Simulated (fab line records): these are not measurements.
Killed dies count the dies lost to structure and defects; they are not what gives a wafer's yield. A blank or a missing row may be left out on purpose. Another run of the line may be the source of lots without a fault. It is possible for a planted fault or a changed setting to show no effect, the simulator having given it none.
fab line records	flow sky130
record: lots: 11	wafers: 33	last-day: 50
route steps=708 shown LOCAL_INTERCONNECT@399 METAL1@438 VIA1@459 PAD_OPEN@708
lots untouched by any fault: they come from a run of this same line in which no faults occurred
start-h: hours from the record's first day to the start of the lot's first wafer shown	wait-h: hours since the lot's step before	" repeats the value in the row above	L1.1+2: one row covering several wafers at once	- no value, or no start given	* or withheld: withheld	< > ~ a bound
route shown NAME@n: NAME is a module with steps in the file, n the number in the route of the first one	usual: average and standard deviation across the fault-free wafers	same: alike in all rows	chamber/n: place in a boat	sites: each site's reading	_std_site: their standard deviation	_edge_site: the outer-site mean with the inner-site mean subtracted	radius-mm: how far each site lies from the wafer's centre	mask NAME#n: copy n	behind: the last tool/chamber to shape the wafer	hold: cause of the lot's hold/its duration in hours/its outcome	device: names the non-switching transistor (n, p or np)	end of line: tests of these same wafers at the route's end	step lacking rows: just its recipe	killed: at the first sort, the dies lost to defects and structure; wafer yield is something else	map: a wafer's dies, x killed, . not, _ none there
set.NAME: the setting the step ran with; set.NAME@STEP: the setting that earlier step ran with	model.NAME: the simulator's own value behind a step, which no gauge read
route steps across a sampled set of lots; one table per step, one row per wafer
services: the hour from which a tool's chamber was out of use, counted from the record's first day as start-h (under 0 if before that day), plus the number of hours and why
== steps ==
step: SKY_LOCAL_INTERCONNECT_OVL_MEAS_12
usual: LOCAL_INTERCONNECT_OVL: 4/6.7
lot.wafer	tool	chamber	start-h	wait-h	LOCAL_INTERCONNECT_OVL[nm]
L214.2	overlay-01	-	750.19	0.1	7
L214.4	"	-	"	"	3
L214.5	"	-	"	"	3
L220.2	overlay-01	-	768.89	0.1	8
L220.3	"	-	"	"	15
L220.4	"	-	"	"	6
L218.3	overlay-01	-	771.50	0.1	5
L218.5	"	-	"	"	11
L218.6	"	-	"	"	10
L219.1	overlay-01	-	772.15	0.1	12
L219.3	"	-	"	"	10
L219.4	"	-	"	"	5
L224.2	overlay-02	-	799.05	0.1	15
L224.3	"	-	"	"	2
L224.5	"	-	"	"	0
L223.1	overlay-01	-	802.04	0.1	12
L223.3	"	-	"	"	4
L223.6	"	-	"	"	11
L229.3	overlay-01	-	846.60	0.1	-13
L229.5	"	-	"	"	-8
L229.6	"	-	"	"	-5
L230.2	overlay-01	-	847.54	0.1	9
L230.3	"	-	"	"	6
L230.6	"	-	"	"	4
L231.2	overlay-02	-	853.55	0.1	6
L231.4	"	-	"	"	3
L231.6	"	-	"	"	4
L232.2	overlay-01	-	865.80	0.1	-4
L232.3	"	-	"	"	5
L232.4	"	-	"	"	-1
L233.2	overlay-01	-	872.30	0.1	18
L233.4	"	-	"	"	18
L233.5	"	-	"	"	9
step: SKY_METAL1_SPUTTER_04
recipe: material: TiN	target-thk-nm: 70	power-w: 6500	time-s: 58.3	chamber-pressure-pa: 0.4
usual: throttle-valve-pct: 30.2/1.1
lot.wafer	tool	chamber	start-h	wait-h	throttle-valve-pct
L214.2	pvd-sputter-02	-	779.61	0.0	28.2
L214.4	"	-	"	"	31.9
L214.5	"	-	"	"	31.6
L220.2	pvd-sputter-03	-	798.73	0.0	31.1
L220.3	"	-	"	"	31.9
L220.4	"	-	"	"	30.3
L218.3	pvd-sputter-02	-	800.96	0.0	31.8
L218.5	"	-	"	"	29.4
L218.6	"	-	"	"	31.6
L219.1	pvd-sputter-01	-	802.04	0.0	30.6
L219.3	"	-	"	"	30.7
L219.4	"	-	"	"	29.9
L224.2	pvd-sputter-01	-	828.79	0.0	30.5
L224.3	"	-	"	"	30.3
L224.5	"	-	"	"	30.0
L223.1	pvd-sputter-01	-	831.40	0.0	28.0
L223.3	"	-	"	"	29.9
L223.6	"	-	"	"	27.9
L229.3	pvd-sputter-01	-	875.36	0.0	27.8
L229.5	"	-	"	"	28.2
L229.6	"	-	"	"	30.5
L230.2	pvd-sputter-01	-	877.00	0.0	30.4
L230.3	"	-	"	"	30.4
L230.6	"	-	"	"	30.0
L231.2	pvd-sputter-01	-	882.46	0.0	30.4
L231.4	"	-	"	"	30.5
L231.6	"	-	"	"	30.7
L232.2	pvd-sputter-01	-	894.64	0.0	30.5
L232.3	"	-	"	"	30.6
L232.4	"	-	"	"	28.0
L233.2	pvd-sputter-03	-	900.60	0.0	30.7
L233.4	"	-	"	"	31.2
L233.5	"	-	"	"	31.4
step: SKY_METAL1_METAL_ETCH_19
recipe: target-depth-a: 3600	stop-on: SiO2	over-etch-frac: 0.3	time-s: 78	chemistry: Cl2/BCl3	resist-sidewall-deg: 88	pressure-mtorr: 10	icp-w: 900	bias-w: 48.5	Cl2_flow_sccm: 60	bcl3-flow-sccm: 30
usual: bcl3-flow-sccm: 30.00/0.09	bias-w: 48.48/0.13	drypump-motor-current-A: 5.7/0.49	oes-product-au: 0.855/0.0062	throttle-valve-pct: 22.264/0.0091
lot.wafer	tool	chamber	start-h	wait-h	bcl3-flow-sccm	bias-w	drypump-motor-current-A	oes-product-au	rf-hours-counter-h	throttle-valve-pct
L214.2	rie-metal-03	0	806.62	0.0	30.02	48.32	6.5	0.855	9	22.261
L214.4	"	1	"	"	30.07	48.42	5.9	0.846	-	22.269
L214.5	"	1	"	"	30.08	48.44	5.9	0.859	-	22.246
L220.2	rie-metal-04	0	825.67	0.0	29.93	48.51	5.6	0.860	0	22.259
L220.3	"	1	"	"	29.96	48.67	5.5	0.848	-	22.283
L220.4	"	0	"	"	29.96	48.49	5.6	0.851	-	22.274
L218.3	rie-metal-02	0	827.45	0.1	-	-	-	-	-	-
L218.5	"	1	"	"	-	-	-	-	-	-
L218.6	"	0	"	"	-	-	-	-	-	-
L219.1	rie-metal-04	0	828.38	0.0	-	-	-	-	-	-
L219.3	"	1	"	"	-	-	-	-	-	-
L219.4	"	0	"	"	-	-	-	-	-	-
L224.2	rie-metal-04	1	854.32	0.0	29.95	48.56	5.6	0.854	15	22.261
L224.3	"	0	"	"	29.99	48.40	5.6	0.855	-	22.259
L224.5	"	0	"	"	30.02	48.60	5.7	0.864	-	22.268
L223.1	rie-metal-04	1	857.37	0.0	29.93	48.48	5.5	0.853	15	22.266
L223.3	"	1	"	"	29.92	48.62	5.5	0.849	-	22.251
L223.6	"	1	"	"	29.91	48.69	5.6	0.848	-	22.277
L229.3	rie-metal-04	0	901.16	0.1	30.03	48.46	5.6	0.851	-	22.261
L229.5	"	1	"	"	30.19	48.67	5.5	0.847	-	22.271
L229.6	"	0	"	"	29.85	48.33	5.6	0.850	-	22.260
L230.2	rie-metal-02	1	903.08	0.0	29.88	48.59	5.9	0.846	14	22.277
L230.3	"	1	"	"	29.97	48.52	5.9	0.851	-	22.245
L230.6	"	1	"	"	30.11	48.67	6.0	0.853	-	22.257
L231.2	rie-metal-03	0	908.63	0.0	29.97	48.48	6.4	0.850	13	22.259
L231.4	"	1	"	"	29.94	48.56	5.9	0.843	-	22.261
L231.6	"	0	"	"	30.07	48.54	6.5	0.863	-	22.281
L232.2	rie-metal-04	0	920.08	0.0	29.99	48.44	5.6	0.848	4	22.265
L232.3	"	0	"	"	30.09	48.28	5.6	0.855	-	22.267
L232.4	"	1	"	"	29.93	48.51	5.5	0.853	-	22.262
L233.2	rie-metal-02	1	925.52	0.0	30.02	48.74	6.0	0.853	15	22.271
L233.4	"	1	"	"	29.88	48.66	6.0	0.858	-	22.258
L233.5	"	0	"	"	29.93	48.35	4.8	0.856	-	22.260
step: SKY_METAL1_STRIP_20
recipe: chemistry: O2/N2	power-w: 1400	pressure-mtorr: 1500	platen-temp-c: withheld	o2-flow-sccm: 3000	n2-flow-sccm: 300	overash-fraction: 0.5
usual: drypump-motor-current-A: 5.70/0.26	oes-product-au: 0.342/0.0046	strip-time-to-endpoint-s: 2.68/0.039
lot.wafer	tool	chamber	start-h	wait-h	drypump-motor-current-A	oes-product-au	rf-hours-counter-h	strip-time-to-endpoint-s
L214.2	plasma-asher-04	0	806.71	0.1	5.81	0.347	6	2.69
L214.4	"	0	"	"	5.81	0.338	-	2.65
L214.5	"	1	"	"	6.14	0.346	-	2.66
L220.2	plasma-asher-01	1	825.76	0.1	5.11	0.339	107	2.62
L220.3	"	0	"	"	5.73	0.351	-	2.71
L220.4	"	1	"	"	5.10	0.346	-	2.65
L218.3	plasma-asher-03	0	827.54	0.1	5.61	0.446	-	5.20
L218.5	"	1	"	"	5.75	0.443	-	5.20
L218.6	"	0	"	"	5.61	0.449	-	5.20
L219.1	plasma-asher-03	0	828.47	0.1	5.62	0.446	38	5.17
L219.3	"	0	"	"	5.61	0.444	-	5.21
L219.4	"	1	"	"	5.75	0.442	-	5.15
L224.2	plasma-asher-03	1	854.41	0.1	5.76	0.352	41	2.69
L224.3	"	1	"	"	5.75	0.337	-	2.62
L224.5	"	1	"	"	5.74	0.341	-	2.63
L223.1	plasma-asher-01	0	857.46	0.1	5.72	0.344	110	2.69
L223.3	"	1	"	"	5.09	0.345	-	2.70
L223.6	"	0	"	"	5.71	0.340	-	2.67
L229.3	plasma-asher-01	0	901.25	0.1	5.70	0.341	-	2.66
L229.5	"	1	"	"	5.09	0.349	-	2.74
L229.6	"	0	"	"	5.73	0.339	-	2.65
L230.2	plasma-asher-03	1	903.17	0.1	5.75	0.344	46	2.71
L230.3	"	1	"	"	5.76	0.342	-	2.67
L230.6	"	1	"	"	5.74	0.343	-	2.64
L231.2	plasma-asher-03	0	908.72	0.1	5.60	0.338	46	2.77
L231.4	"	0	"	"	5.60	0.345	-	2.74
L231.6	"	0	"	"	5.61	0.342	-	2.78
L232.2	plasma-asher-03	0	920.17	0.1	5.61	0.336	47	2.58
L232.3	"	0	"	"	5.62	0.342	-	2.59
L232.4	"	1	"	"	5.75	0.332	-	2.65
L233.2	plasma-asher-03	1	925.61	0.1	5.75	0.344	48	2.70
L233.4	"	1	"	"	5.76	0.346	-	2.71
L233.5	"	1	"	"	5.76	0.349	-	2.67
step: SKY_VIA1_THK_MEAS_01
recipe: reads: SiO2_of_VIA1_HDPCVD_00
usual: VIA1_HDPCVD_THK: 1029/9.1
lot.wafer	tool	chamber	start-h	wait-h	VIA1_HDPCVD_THK[nm]
L214.2	film-metro-02	-	807.42	0.1	1025
L214.4	"	-	"	"	1021
L214.5	"	-	"	"	1025
L220.2	film-metro-01	-	826.48	0.1	1016
L220.3	"	-	"	"	1023
L220.4	"	-	"	"	1023
L224.2	film-metro-01	-	855.12	0.1	1031
L224.3	"	-	"	"	1026
L224.5	"	-	"	"	1032
L223.1	film-metro-04	-	858.25	0.1	1041
L223.3	"	-	"	"	1038
L223.6	"	-	"	"	1036
L229.3	film-metro-01	-	901.94	0.1	1030
L229.5	"	-	"	"	1019
L229.6	"	-	"	"	1038
L230.2	film-metro-02	-	903.88	0.1	1037
L230.3	"	-	"	"	1039
L230.6	"	-	"	"	1040
L231.2	film-metro-01	-	909.44	0.1	1031
L231.4	"	-	"	"	1027
L231.6	"	-	"	"	1028
L232.2	film-metro-02	-	920.89	0.1	1036
L232.3	"	-	"	"	1030
L232.4	"	-	"	"	1040
L233.2	film-metro-04	-	926.96	0.1	1046
L233.4	"	-	"	"	1037
L233.5	"	-	"	"	1036
step: SKY_PAD_OPEN_PROBE_99
usual: defect-limited-yield: 82.3/1.9	killed_at_M0_to_M3: 44/7.3	killed_at_M4_up: 3.4/1.7	killed-at-contacts: 24/5.3	killed-at-front-end: 15/4.1	killed-at-other: 0.4/0.68	killed-dies: 87/9.5	killed-on-rim: 17/3.8	killed-open: 48/7.1	killed-short: 39/5.8	sort_bin_3_pad_short: 0.8/0.39	sort_bin_5_function: 10.4/1.4	sort_bin_6_memory: 6.5/1.1	sort-n-pass: 405/9.5	sort-yield-pct: 82.3/1.9
same: gross-dies: 492	killed-at-back-side: 0	sort_bin_4_leakage[%]: 0	sort_bin_8_speed[%]: 0
lot.wafer	tool	chamber	start-h	wait-h	defect-limited-yield[%]	killed_at_M0_to_M3	killed_at_M4_up	killed-at-contacts	killed-at-front-end	killed-at-other	killed-dies	killed-on-rim	killed-open	killed-short	sort_bin_3_pad_short[%]	sort_bin_5_function[%]	sort_bin_6_memory[%]	sort-n-pass	sort-yield-pct[%]
L218.3	prober-01	-	1123.94	0.2	0	448	2	23	15	4	492	96	40	32	0.8	94.3	4.9	0	0
L218.5	prober-01	-	1124.04	0.2	0	458	4	16	13	1	492	96	46	37	0.8	93.9	5.3	0	0
L218.6	prober-01	-	1124.09	0.2	0	451	3	18	20	0	492	96	46	37	0.6	92.7	6.7	0	0
L219.1	prober-02	-	1125.34	0.1	0	453	0	20	18	1	492	96	51	33	1.0	93.1	5.9	0	0
L219.3	prober-02	-	1125.44	0.2	0	449	5	20	18	0	492	96	54	40	1.2	92.1	6.7	0	0
L219.4	prober-02	-	1125.49	0.2	0	458	4	22	8	0	492	96	52	27	0.8	93.7	5.5	0	0
L230.2	prober-01	-	1176.69	0.1	80.3	47	4	26	20	0	97	22	49	47	1.2	11.6	6.9	395	80.3
L230.3	prober-01	-	1176.74	0.2	81.1	53	7	22	11	0	93	16	52	41	0.6	12.4	5.9	399	81.1
L230.6	prober-01	-	1176.89	0.2	82.5	40	2	31	13	0	86	17	43	43	0.6	9.1	7.7	406	82.5
L232.2	prober-02	-	1190.44	0.1	85.4	34	5	16	17	0	72	11	35	37	0.8	8.1	5.7	420	85.4
L232.3	prober-02	-	1190.49	0.2	82.3	48	2	25	11	1	87	19	53	32	0.2	11.4	6.1	405	82.3
L232.4	prober-02	-	1190.54	0.2	83.1	38	3	33	9	0	83	14	45	36	0.4	11.8	4.7	409	83.1
L233.2	prober-01	-	1193.25	0.1	81.1	55	4	23	11	0	93	14	45	48	0.6	12.0	6.3	399	81.1
L233.4	prober-01	-	1193.35	0.2	80.5	53	1	20	22	0	96	13	57	39	0.4	12.0	7.1	396	80.5
L233.5	prober-01	-	1193.40	0.2	83.1	45	2	23	12	1	83	17	43	40	1.2	10.2	5.5	409	83.1
killed by level:class
L218.3 METAL1:area-etch=415 CONTACT:geometric-particle:open=12 VIA1:geometric-particle:open=9 VIA2:geometric-particle:open=7 FIELD_ISO:geometric-particle:short=4 LI_CONTACT:geometric-particle:open=4 METAL1:geometric-particle:short=4 PASSIVATION:coat-microbubble-printed=4
L218.5 METAL1:area-etch=407 VIA1:geometric-particle:open=13 VIA1:geometric-particle:short=9 METAL2:geometric-particle:short=7 VIA2:geometric-particle:open=7 LI_CONTACT:geometric-particle:open=6 CONTACT:geometric-particle:open=6 METAL1:geometric-particle:short=6
L218.6 METAL1:area-etch=409 VIA1:geometric-particle:open=14 VIA1:geometric-particle:short=8 POLY_GATE:geometric-particle:short=6 LI_CONTACT:geometric-particle:open=6 CONTACT:geometric-particle:short=5 VIA3:geometric-particle:open=5 FIELD_ISO:geometric-particle:short=3
L219.1 METAL1:area-etch=408 LI_CONTACT:geometric-particle:open=10 VIA3:geometric-particle:open=10 VIA1:geometric-particle:open=8 VIA2:geometric-particle:open=8 METAL3:geometric-particle:short=5 FIELD_ISO:geometric-particle:open=4 POLY_GATE:geometric-particle:open=4
L219.3 METAL1:area-etch=398 VIA1:geometric-particle:open=12 LI_CONTACT:geometric-particle:open=7 CONTACT:geometric-particle:open=6 VIA1:geometric-particle:short=6 VIA3:geometric-particle:short=6 VIA3:geometric-particle:open=6 POLY_GATE:geometric-particle:open=5
L219.4 METAL1:area-etch=413 VIA1:geometric-particle:open=16 CONTACT:geometric-particle:open=10 VIA3:geometric-particle:open=7 LI_CONTACT:geometric-particle:open=6 VIA2:geometric-particle:open=4 VIA3:geometric-particle:short=4 VIA1:geometric-particle:short=3
L230.2 VIA1:geometric-particle:open=11 CONTACT:geometric-particle:open=9 VIA2:geometric-particle:open=7 VIA1:geometric-particle:short=7 POLY_GATE:geometric-particle:open=6 METAL1:geometric-particle:short=6 LI_CONTACT:geometric-particle:short=5 METAL2:geometric-particle:short=5
L230.3 VIA1:geometric-particle:open=10 VIA3:geometric-particle:open=9 VIA2:geometric-particle:open=9 CONTACT:geometric-particle:open=8 METAL1:geometric-particle:short=8 VIA2:geometric-particle:short=5 CONTACT:geometric-particle:short=4 METAL3:geometric-particle:short=4
L230.6 CONTACT:geometric-particle:open=12 VIA2:geometric-particle:open=10 VIA1:geometric-particle:open=8 CONTACT:geometric-particle:short=7 LOCAL_INTERCONNECT:geometric-particle:short=5 METAL2:geometric-particle:short=5 FIELD_ISO:geometric-particle:short=4 VIA1:geometric-particle:short=4
L232.2 VIA1:geometric-particle:open=7 FIELD_ISO:geometric-particle:open=5 POLY_GATE:geometric-particle:short=5 METAL1:geometric-particle:short=5 VIA3:geometric-particle:open=5 LOCAL_INTERCONNECT:geometric-particle:short=4 CONTACT:geometric-particle:open=4 VIA3:geometric-particle:short=4
L232.3 CONTACT:geometric-particle:open=11 LI_CONTACT:geometric-particle:open=8 VIA1:geometric-particle:open=7 VIA1:geometric-particle:short=7 VIA3:geometric-particle:short=6 VIA2:geometric-particle:open=6 VIA3:geometric-particle:open=6 FIELD_ISO:geometric-particle:open=5
L232.4 CONTACT:geometric-particle:open=15 VIA1:geometric-particle:open=9 METAL1:geometric-particle:short=7 LI_CONTACT:geometric-particle:open=6 CONTACT:geometric-particle:short=6 VIA1:geometric-particle:short=6 VIA3:geometric-particle:open=5 FIELD_ISO:geometric-particle:open=4
L233.2 VIA1:geometric-particle:open=12 CONTACT:geometric-particle:open=9 VIA2:geometric-particle:open=7 VIA3:geometric-particle:open=7 FIELD_ISO:geometric-particle:short=6 METAL2:geometric-particle:short=6 VIA3:geometric-particle:short=5 METAL1:geometric-particle:short=5
L233.4 VIA1:geometric-particle:open=11 METAL1:geometric-particle:short=10 CONTACT:geometric-particle:open=9 VIA2:geometric-particle:open=9 VIA3:geometric-particle:open=6 FIELD_ISO:geometric-particle:open=5 LI_CONTACT:geometric-particle:open=5 FIELD_ISO:geometric-particle:short=4
L233.5 CONTACT:geometric-particle:open=12 VIA2:geometric-particle:open=7 VIA2:geometric-particle:short=6 VIA1:geometric-particle:open=6 METAL3:geometric-particle:short=6 VIA3:geometric-particle:open=6 VIA1:geometric-particle:short=4 CONTACT:geometric-particle:short=4
== services ==
tool	chamber	start-h	hours	kind
plasma-asher-04	-	755.77	4.2	repair
rie-metal-04	0	798.25	-	clean
rie-metal-04	0	798.25	21.8	scheduled-down
rie-metal-04	0	798.25	21.8	vent-cycle
pvd-sputter-03	-	820.28	5.5	repair
rie-metal-02	-	822.72	2.8	pm
plasma-asher-04	-	847.00	1.6	repair
rie-metal-02	0	851.59	-	clean
rie-metal-02	0	851.59	19.8	scheduled-down
rie-metal-02	0	851.59	19.8	vent-cycle
plasma-asher-01	-	854.31	2.8	repair
rie-metal-02	1	858.04	4.1	repair
rie-metal-04	0	874.93	1.7	repair
rie-metal-04	0	893.58	5.1	repair
plasma-asher-01	-	920.06	14.1	repair
rie-metal-03	1	921.70	-	clean
rie-metal-03	1	921.70	15.5	scheduled-down
rie-metal-03	1	921.70	15.5	vent-cycle
rie-metal-03	-	921.76	2.8	pm
== key ==
first-sign: step: SKY_METAL1_METAL_ETCH_19	reading: tool-record	direction: missing
effect: step: SKY_METAL1_STRIP_20	reading: strip-time-to-endpoint-s	direction: up	sigmas: 63	usual: *	struck: *
effect: step: SKY_PAD_OPEN_PROBE_99	reading: sort_bin_5_function	direction: up	sigmas: 59	usual: 10.4	struck: 93.3
more-kills-born-at: SKY_METAL1_METAL_ETCH_19@rie-metal-02: 1231	SKY_METAL1_METAL_ETCH_19@rie-metal-04: 1219
met-at SKY_METAL1_METAL_ETCH_19
struck-lots L218,L219
later-rows-left-out L218.3,L218.5,L218.6,L219.1,L219.3,L219.4
not-acting-at SKY_LOCAL_INTERCONNECT_OVL_MEAS_12,SKY_METAL1_SPUTTER_04,SKY_VIA1_THK_MEAS_01
onset-between 825.67 827.45
fault: kind: skipped-step-whole	tool: rie-metal-02,rie-metal-04	chamber: -	onset-h: 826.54	steps: SKY_METAL1_METAL_ETCH_19	scope: struck-lots-only
later-rows-left-out: the simulator's readings of these wafers behind a module that went badly wrong aren't trusted and aren't shown, but for the sort
